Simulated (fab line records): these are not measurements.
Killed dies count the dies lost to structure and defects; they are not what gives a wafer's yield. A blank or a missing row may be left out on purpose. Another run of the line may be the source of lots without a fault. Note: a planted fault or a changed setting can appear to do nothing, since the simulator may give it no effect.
fab line records    flow sfqLine
[record] lots = 5  wafers = 15  lastDay = 87
route steps=325 shown L0@12 L0V@16
lots with no fault: from the same line, run without faults
startH: hours from the record's opening day to when the first of the lot's shown wafers began    waitH: how many hours have passed since the lot's step before this one    " unchanged from the row above    L1.1+2: a single row standing in for several wafers    - no value, or no start was given    * or withheld: withheld    < > ~ a bound
route shown NAME@n: a module of which the file shows steps, and the number in the route of the first    usual: the fault-free wafers' mean and standard deviation    same: alike in all rows    chamber/n: place in a boat    sites: readings site by site    _std_site: standard deviation across them    _edge_site: mean of outer sites minus mean of inner sites    radiusMm: for every site, how far away it sits from the centre of the wafer    mask NAME#n: copy n    behind: the tool/chamber that last shaped the wafer    hold: why the lot went on hold/how many hours it stayed there/how the hold came to an end    device: the n, p or np transistor that did not switch    end of line: at the end of the route, the tests of the same wafers    a step without rows: its recipe alone    killed: the dies lost at the first sort to structure and to defects; this is not the yield of the wafer    map: dies across one wafer; x = killed, . = not, _ = none there
set.NAME: the setting as run; set.NAME@STEP: as run at that earlier step    model.NAME: the simulator's own value behind a step, which no gauge read
a table for each step, a row for each wafer; lots at some steps of the route
services: from which hour (startH, from the record's first day; less than 0 if before it) a tool's chamber was out of use, for how many hours, and why
[[steps]]
[step SFQ_TRILAYER_L0_BARC_OPEN_METAL_ETCH_010]
[recipe] maskMaterial = PR  chemistry = O2  targetDepthNm = 125  target = BARC  icpW = 600  biasW = 80  pressureMtorr = 10  timeS = 41.7
[usual] drypumpMotorCurrentA = 5.3/0.49  oesProductAu = 0.685/0.0047
lot.wafer  tool         chamber  startH  waitH  drypumpMotorCurrentA  oesProductAu  rfHoursCounterH
L785.1     rieMetal-02  0        34.48   0.1    5.7                   0.693         150
L785.3     "            0        "       "      5.7                   0.685         -
L785.6     "            1        "       "      4.8                   0.691         -
L790.2     rieMetal-04  0        44.08   0.1    5.4                   0.681         146
L790.5     "            1        "       "      4.9                   0.686         -
L790.6     "            0        "       "      5.4                   0.689         -
L797.2     rieMetal-02  1        97.10   0.1    4.8                   0.690         65
L797.3     "            1        "       "      4.8                   0.686         -
L797.5     "            1        "       "      4.8                   0.681         -
L798.1     rieMetal-04  1        102.15  0.1    5.0                   0.684         19
L798.2     "            0        "       "      5.4                   0.682         157
L798.5     "            0        "       "      5.4                   0.685         -
L799.1     rieMetal-04  0        106.95  0.1    5.4                   0.689         158
L799.4     "            1        "       "      4.9                   0.688         -
L799.6     "            1        "       "      4.9                   0.680         -
[step SFQ_TRILAYER_L0_ETCH_METAL_ETCH_008]
[recipe] target = MoNx_KI  stopOn = SiO2  maskMaterial = PR  chemistry = SF6/O2  targetDepthNm = 50  icpW = 600  biasW = 80  pressureMtorr = 10  timeS = 25
[usual] drypumpMotorCurrentA = 5.3/0.49  oesProductAu = 0.875/0.0078
lot.wafer  tool         chamber  startH  waitH  drypumpMotorCurrentA  oesProductAu  rfHoursCounterH
L785.1     rieMetal-02  0        34.54   0.0    5.7                   0.874         150
L785.3     "            0        "       "      5.7                   0.877         -
L785.6     "            1        "       "      4.8                   0.874         -
L790.2     rieMetal-04  0        44.14   0.0    5.4                   0.877         146
L790.5     "            1        "       "      4.9                   0.872         -
L790.6     "            0        "       "      5.4                   0.871         -
L797.2     rieMetal-02  1        97.16   0.0    4.9                   0.869         65
L797.3     "            1        "       "      4.9                   0.864         -
L797.5     "            1        "       "      4.8                   0.863         -
L798.1     rieMetal-04  1        102.21  0.0    4.9                   0.865         19
L798.2     "            0        "       "      5.4                   0.864         157
L798.5     "            0        "       "      5.4                   0.869         -
L799.1     rieMetal-04  0        107.01  0.0    5.4                   0.880         158
L799.4     "            1        "       "      4.9                   0.886         -
L799.6     "            1        "       "      4.9                   0.887         -
[step SFQ_TRILAYER_L0_STRIP_STRIP_009]
[recipe] gas = O2  powerW = 200  platenTempC = 40  overashFraction = 0.65  chemistry = O2  pressureMtorr = 50
[usual] drypumpMotorCurrentA = 5.3/0.5  oesProductAu = 0.998/0.009  platenTempC = 40.03/0.11
[same] overashFraction = 0.65
lot.wafer  tool         chamber  startH  waitH  drypumpMotorCurrentA  oesProductAu  platenTempC  rfHoursCounterH
L785.1     rieMetal-02  0        34.58   0.0    5.7                   0.998         39.87        150
L785.3     "            0        "       "      5.7                   0.990         39.94        -
L785.6     "            1        "       "      4.8                   0.980         40.04        -
L790.2     rieMetal-04  0        44.18   0.0    5.4                   0.995         39.96        146
L790.5     "            1        "       "      4.9                   0.994         39.78        -
L790.6     "            0        "       "      5.4                   1.001         39.71        -
L797.2     rieMetal-02  1        97.21   0.0    4.8                   0.989         40.10        65
L797.3     "            1        "       "      4.8                   1.004         40.09        -
L797.5     "            1        "       "      4.9                   0.995         40.26        -
L798.1     rieMetal-04  1        102.25  0.0    5.0                   0.991         39.89        19
L798.2     "            0        "       "      5.4                   0.989         39.93        157
L798.5     "            0        "       "      5.4                   0.996         39.93        -
L799.1     rieMetal-04  0        107.05  0.0    5.4                   0.987         40.00        158
L799.4     "            1        "       "      5.0                   0.987         39.96        -
L799.6     "            1        "       "      4.9                   0.989         40.07        -
[step SFQ_TRILAYER_L0_STRIP_SOLV_CLEAN_010]
[recipe] chemistry = NMP  tempC = 70  timeS = 600
[step SFQ_TRILAYER_L0_CAP_PECVD_011]
[recipe] material = SiO2  tempC = 150  timeS = 13.333  pressureTorr = 2.4  rfW = 183.3  precursor = SiH4/N2O  targetThkNm = 60
[usual] heaterPowerW = 84/21  susceptorTempC = 150.00/0.14  throttleValvePct = 25.4/1.9
lot.wafer  tool      chamber  startH  waitH  heaterPowerW  susceptorTempC  throttleValvePct
L785.1     pecvd-01  0        35.53   0.0    100           149.87          28.7
L785.3     "         2        "       "      68            150.31          24.8
L785.6     "         2        "       "      68            149.96          24.7
L790.2     pecvd-04  1        44.96   0.0    98            149.90          24.8
L790.5     "         1        "       "      99            149.85          25.0
L790.6     "         2        "       "      82            149.85          24.8
L797.2     pecvd-01  1        97.98   0.0    44            149.87          28.4
L797.3     "         0        "       "      100           149.82          28.9
L797.5     "         1        "       "      43            149.83          28.3
L798.1     pecvd-03  1        103.03  0.0    85            150.09          24.1
L798.2     "         0        "       "      109           149.98          23.9
L798.5     "         2        "       "      92            149.78          23.9
L799.1     pecvd-01  2        107.83  0.0    65            150.12          24.9
L799.4     "         1        "       "      45            150.10          28.5
L799.6     "         2        "       "      65            149.84          24.9
[step SFQ_TRILAYER_L0_VIA_LITHO_COAT_018]
[recipe] resist = BARC  spinRpm = 3000  resistThkNm = 62
[step SFQ_TRILAYER_L0_VIA_LITHO_COAT_013]
[recipe] resist = KrF  spinRpm = 3000  resistThkNm = 639.5
[step SFQ_TRILAYER_L0_VIA_LITHO_SOFTBAKE_017]
[recipe] tempC = withheld  timeS = withheld  resist = KrF
[step SFQ_TRILAYER_L0_VIA_LITHO_EXPOSE_014]
[recipe] maskId = L0V  na = 0.6  sourceShape = conventional  sigmaOuter = 0.65  targetCdNm = 700  doseMj = 21.3
[step SFQ_TRILAYER_L0_VIA_LITHO_PEB_016]
[recipe] pebTempC = 115  pebTimeS = 60  resist = KrF
[step SFQ_TRILAYER_L0_VIA_LITHO_DEVELOP_015]
[recipe] timeS = 60  resist = KrF
[step SFQ_L0V_OVL_MEAS_903]
[usual] L0V_OVL = 1/5
lot.wafer  tool        chamber  startH  waitH  L0V_OVL[nm]
L785.1     overlay-02  -        100.70  0.1    -6
L785.3     "           -        "       "      -8
L785.6     "           -        "       "      -8
L790.2     overlay-02  -        115.11  0.1    -8
L790.5     "           -        "       "      0
L790.6     "           -        "       "      -7
L797.2     overlay-02  -        152.31  0.1    -1
L797.3     "           -        "       "      -3
L797.5     "           -        "       "      3
L798.1     overlay-02  -        161.90  0.1    7
L798.2     "           -        "       "      9
L798.5     "           -        "       "      2
L799.1     overlay-02  -        170.30  0.1    -2
L799.4     "           -        "       "      -3
L799.6     "           -        "       "      2
[step SFQ_TRILAYER_L0_VIA_BARC_OPEN_VIA_ETCH_021]
[recipe] maskMaterial = PR  chemistry = O2  targetDepthNm = 125  target = BARC  sourceW = 500  biasW = 80  pressureMtorr = 30  timeS = 41.7
[usual] drypumpMotorCurrentA = 5.8/0.43  oesProductAu = 0.684/0.0048
lot.wafer  tool        chamber  startH  waitH  drypumpMotorCurrentA  oesProductAu  rfHoursCounterH  model.KrF_of_TRILAYER_L0_VIA_LITHO_COAT_013.thkNm
L785.1     rieDiel-02  3        100.74  0.0    6.0                   0.686         130              561
L785.3     "           0        "       "      5.0                   0.689         3                561.9
L785.6     "           3        "       "      6.0                   0.674         -                561.1
L790.2     rieDiel-02  1        115.14  0.0    5.7                   0.686         13               562.3
L790.5     "           3        "       "      6.0                   0.679         -                563.9
L790.6     "           2        "       "      6.5                   0.684         -                564.6
L797.2     rieDiel-02  1        152.34  0.0    5.7                   0.678         13               569.8
L797.3     "           3        "       "      6.0                   0.681         131              562.8
L797.5     "           1        "       "      5.7                   0.682         -                569.8
L798.1     rieDiel-04  1        161.94  0.0    6.0                   0.675         12               564.9
L798.2     "           3        "       "      5.3                   0.675         142              563.2
L798.5     "           3        "       "      5.3                   0.684         -                565.2
L799.1     rieDiel-03  1        170.34  0.0    6.0                   0.684         20               565.1
L799.4     "           3        "       "      5.8                   0.681         145              564.9
L799.6     "           1        "       "      6.0                   0.679         -                563
[step SFQ_TRILAYER_L0_VIA_ETCH_VIA_ETCH_016]
[recipe] target = SiO2  stopOn = MoNx_KI  maskMaterial = PR  chemistry = CHF3  targetDepthNm = 80  sourceW = 500  biasW = 80  pressureMtorr = 30  timeS = withheld
[usual] drypumpMotorCurrentA = 5.8/0.43  oesProductAu = 0.842/0.0077
lot.wafer  tool        chamber  startH  waitH  drypumpMotorCurrentA  oesProductAu  model.KrF_of_TRILAYER_L0_VIA_LITHO_COAT_013.thkNm
L785.1     rieDiel-02  3        100.78  0.0    6.0                   0.823         547.2
L785.3     "           0        "       "      5.0                   0.844         548.1
L785.6     "           3        "       "      6.0                   0.843         547.2
L790.2     rieDiel-02  1        115.18  0.0    5.7                   0.839         548.3
L790.5     "           3        "       "      6.0                   0.851         550.1
L790.6     "           2        "       "      6.5                   0.849         551
L797.2     rieDiel-02  1        152.38  0.0    5.7                   0.841         556
L797.3     "           3        "       "      6.0                   0.846         549
L797.5     "           1        "       "      5.7                   0.851         556
L798.1     rieDiel-04  1        161.98  0.0    5.9                   0.837         551.2
L798.2     "           3        "       "      5.4                   0.838         549.6
L798.5     "           3        "       "      5.4                   0.845         551.7
L799.1     rieDiel-03  1        170.38  0.0    6.0                   0.840         550.8
L799.4     "           3        "       "      5.8                   0.850         551
L799.6     "           1        "       "      6.0                   0.847         548.8
[step SFQ_TRILAYER_L0_VIA_STRIP_STRIP_017]
[recipe] gas = O2  powerW = 200  platenTempC = 40  overashFraction = 0.65  chemistry = O2  pressureMtorr = 50
[usual] drypumpMotorCurrentA = 5.5/0.46  oesProductAu = 0.998/0.008  platenTempC = 39.98/0.11
[same] overashFraction = 0.65
lot.wafer  tool         chamber  startH  waitH  drypumpMotorCurrentA  oesProductAu  platenTempC  rfHoursCounterH
L785.1     rieMetal-03  0        100.82  -      5.0                   0.992         39.99        77
L785.3     "            0        "       "      5.0                   1.004         39.96        -
L785.6     "            0        "       "      5.0                   1.007         39.88        -
L790.2     rieMetal-01  0        115.22  -      6.0                   0.996         39.92        7
L790.5     "            0        "       "      6.0                   0.993         39.73        -
L790.6     "            1        "       "      5.8                   0.996         39.98        -
L797.2     rieMetal-01  1        152.43  -      5.8                   0.986         39.90        155
L797.3     "            1        "       "      5.8                   1.002         40.02        -
L797.5     "            1        "       "      5.8                   1.004         39.96        -
L798.1     rieMetal-01  0        162.03  -      6.0                   0.995         39.99        14
L798.2     "            1        "       "      5.7                   1.004         39.97        156
L798.5     "            1        "       "      5.8                   0.998         39.98        -
L799.1     rieMetal-03  0        170.43  -      5.0                   1.007         39.95        91
L799.4     "            0        "       "      5.0                   1.000         40.06        -
L799.6     "            1        "       "      6.2                   1.006         39.97        -
[[services]]
tool         chamber  startH  hours  kind
rieDiel-03   -        18.97   0.6    repair
pecvd-03     -        36.18   0.5    repair
rieMetal-01  0        56.97   -      clean
rieMetal-01  0        56.97   -      consumableReplace:focusRing
rieMetal-01  0        56.97   22.1   scheduledDown
rieMetal-01  0        56.97   22.1   ventCycle
rieDiel-02   2        69.50   6.6    repair
rieMetal-03  1        82.82   49.6   repair
rieMetal-02  -        93.27   1.0    repair
rieDiel-03   3        93.35   3.0    repair
rieMetal-04  0        112.50  2.6    repair
rieDiel-04   2        117.15  8.0    repair
rieDiel-03   3        117.50  4.5    repair
rieMetal-02  -        150.44  0.4    repair
rieMetal-01  0        165.74  2.9    repair
rieMetal-02  -        167.36  0.7    repair
[[key]]
firstSign none at tools or gauges
[modelEffect] step = SFQ_TRILAYER_L0_VIA_BARC_OPEN_VIA_ETCH_021  value = KrF_of_TRILAYER_L0_VIA_LITHO_COAT_013.thkNm  without = 562.5  struck = 569.8
[modelEffect] step = SFQ_TRILAYER_L0_VIA_ETCH_VIA_ETCH_016  value = KrF_of_TRILAYER_L0_VIA_LITHO_COAT_013.thkNm  without = 548.7  struck = 556
metAt SFQ_TRILAYER_L0_VIA_BARC_OPEN_VIA_ETCH_021
struckWafers L797.2,L797.5
onsetBetween 115.14 152.34
[fault] kind = processParameterDrift  tool = rieDiel-02  chamber = 1  onsetH = 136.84  steps = SFQ_TRILAYER_L0_VIA_BARC_OPEN_VIA_ETCH_021  channel = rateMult  offset = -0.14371  shape = step  endH = 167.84
